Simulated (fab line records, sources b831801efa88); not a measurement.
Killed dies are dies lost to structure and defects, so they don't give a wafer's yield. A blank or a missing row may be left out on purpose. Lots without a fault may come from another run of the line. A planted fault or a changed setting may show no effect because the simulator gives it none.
Chamber matching | flow gf180mcu | GF_SAB_CVD_00 on pecvd-02: 3 sister chambers
The step deposits SiO2 from TEOS, target thk 50 nm, time 4.9302 s. 14 wafers are shown with their chamber, then 7 later ones without.

WAFERS WITH THEIR CHAMBER
wafer  | chamber | heater_power_w (W) | susceptor_temp_C (C)
L643.2 | 0       | 740                | 399.91
L643.3 | 1       | 755                | 400.11
L643.5 | 2       | 759                | 400.16
L644.1 | 2       | 769                | 400.05
L644.2 | 1       | 672                | 400.16
L644.3 | 0       | 715                | 399.85
L646.2 | 1       | 784                | 400.00
L646.5 | 1       | 626                | 400.00
L646.6 | 2       | 694                | 400.45
L647.2 | 2       | 607                | 399.70
L647.3 | 1       | 779                | 400.00
L647.6 | 0       | 669                | 400.08
L648.3 | 0       | 664                | 400.31
L648.5 | 1       | 771                | 399.78

SIGNATURES (means of the wafers above)
reading          | chamber 0 | chamber 1 | chamber 2 | scatter within a chamber
heater_power_w   | 697.00    | 731.17    | 707.25    | 62.2
susceptor_temp_C | 400.0375  | 400.0083  | 400.0900  | 0.213
Rule: a wafer's distance from a chamber is the root of the sum, over the readings, of the square of ((its reading less the chamber's mean) divided by the reading's scatter). The wafer belongs to the nearest chamber; if the next one is less than 2 further off, it can't be placed. The scatter: the root of (the sum of the squares of (reading less its chamber's mean) over the shown wafers, divided by (wafers less chambers)).

WAFERS WITHOUT THEIR CHAMBER
wafer  | heater_power_w (W) | susceptor_temp_C (C)
L648.6 | 654                | 399.56
L649.3 | 694                | 400.17
L649.4 | 683                | 399.93
L649.6 | 637                | 399.94
L652.1 | 707                | 399.91
L652.2 | 685                | 399.94
L652.3 | 666                | 399.98

WHICH CHAMBER EACH WENT THROUGH
wafer  | from the rows above          | in truth
L648.6 | can't be placed: 0 or 1 or 2 | 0
L649.3 | can't be placed: 2 or 0 or 1 | 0
L649.4 | can't be placed: 0 or 2 or 1 | 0
L649.6 | can't be placed: 0 or 2 or 1 | 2
L652.1 | can't be placed: 1 or 0 or 2 | 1
L652.2 | can't be placed: 0 or 2 or 1 | 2
L652.3 | can't be placed: 0 or 2 or 1 | 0
Placed correctly: 0 of 7. Can't be placed from these rows: 7 (the true chamber is among the candidates in 7). Placed wrongly: 0.
